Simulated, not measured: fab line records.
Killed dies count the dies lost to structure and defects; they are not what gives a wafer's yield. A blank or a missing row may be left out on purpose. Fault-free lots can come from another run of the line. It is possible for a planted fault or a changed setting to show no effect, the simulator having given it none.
2 desks, one fault    flow sky130    numbers are kept per desk, each desk with only its own; the story behind them comes last

== FOR THE TOOL OWNER'S DESK: litho-track-01 ==
The tool's own readings at SKY_LOCAL_INTERCONNECT_COAT_05 (resist thk 60 nm): means of the sampled wafers that have a number, for each lot that ran on this tool. If a lot's mean is further than 4 standard deviations from the usual mean, the lot is out of limits and carries the mark OUT (the distance appears in the brackets).
Columns: A = spin-speed-rpm at SKY_LOCAL_INTERCONNECT_COAT_05, usual 2999.9 rpm
lot   first seen here  A
L733  day 32 19:39     3075.0 (+40) OUT
L734  day 33 18:01     3075.5 (+40) OUT
L736  day 34 03:42     3075.3 (+40) OUT
L747  day 36 23:27     3000.4
This desk finds L733, L734, L736 out of limits, L733 being first, at day 32 19:39 (spin-speed-rpm at SKY_LOCAL_INTERCONNECT_COAT_05). L747: within limits.

== METROLOGY DESK ==
What the gauges read for every lot (on any tool): the sampled wafers with a number, averaged. If a lot's mean is further than 4 standard deviations from the usual mean, the lot is out of limits and carries the mark OUT (the distance appears in the brackets).
Columns: A = LI_CONTACT_W_RS at SKY_LI_CONTACT_RS_MEAS_22, usual 0.285 ohm/sq; B = LI_CONTACT_W_THK at SKY_LI_CONTACT_THK_MEAS_23, usual 406 nm; C = LOCAL_INTERCONNECT_TIN_RS at SKY_LOCAL_INTERCONNECT_RS_MEAS_01, usual 14.18 ohm/sq; D = LOCAL_INTERCONNECT_TIN_THK at SKY_LOCAL_INTERCONNECT_THK_MEAS_02, usual 99.8 nm; E = cd-nm at SKY_LOCAL_INTERCONNECT_CD_MEAS_11, usual 170.1 nm; F = LOCAL_INTERCONNECT_OVL at SKY_LOCAL_INTERCONNECT_OVL_MEAS_12, usual 2 nm
lot   first seen here  A      B    C      D      E      F
L726  day 29 15:42     0.285  406  14.02  100.6  169.0  2
L733  day 32 05:16     0.286  402  14.41  98.0   169.8  -3
L734  day 33 04:47     0.281  405  13.95  101.6  167.5  -6
L736  day 33 13:43     0.287  404  14.30  99.2   169.5  2
L739  day 33 19:08     0.286  405  14.12  100.1  170.3  7
L742  day 34 19:11     0.283  410  14.25  99.7   169.9  -3
L747  day 36 10:43     0.288  407  14.15  100.1  168.1  3
This desk's verdict: no lot among the 7 shows anything out of limits.

== ALL TOGETHER ==
An alarm could have come from the tool owner's desk at day 32 19:39, on L733, L734, L736.
Nothing out of limits was seen by the metrology desk.
The metrology desk has L733, L734, L736 on record, within its limits.
On litho-track-01, each named lot ran SKY_LOCAL_INTERCONNECT_COAT_05.

== WHAT HAD BEEN PUT IN BY THE SIMULATOR ==
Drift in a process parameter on litho-track-01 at SKY_LOCAL_INTERCONNECT_COAT_05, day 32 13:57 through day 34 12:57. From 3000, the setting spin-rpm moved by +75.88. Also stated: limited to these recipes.
Shown lots that were struck: L733, L734, L736.
Hours from the fault's start to each desk's first reading out of limits: the tool owner's desk, 6.
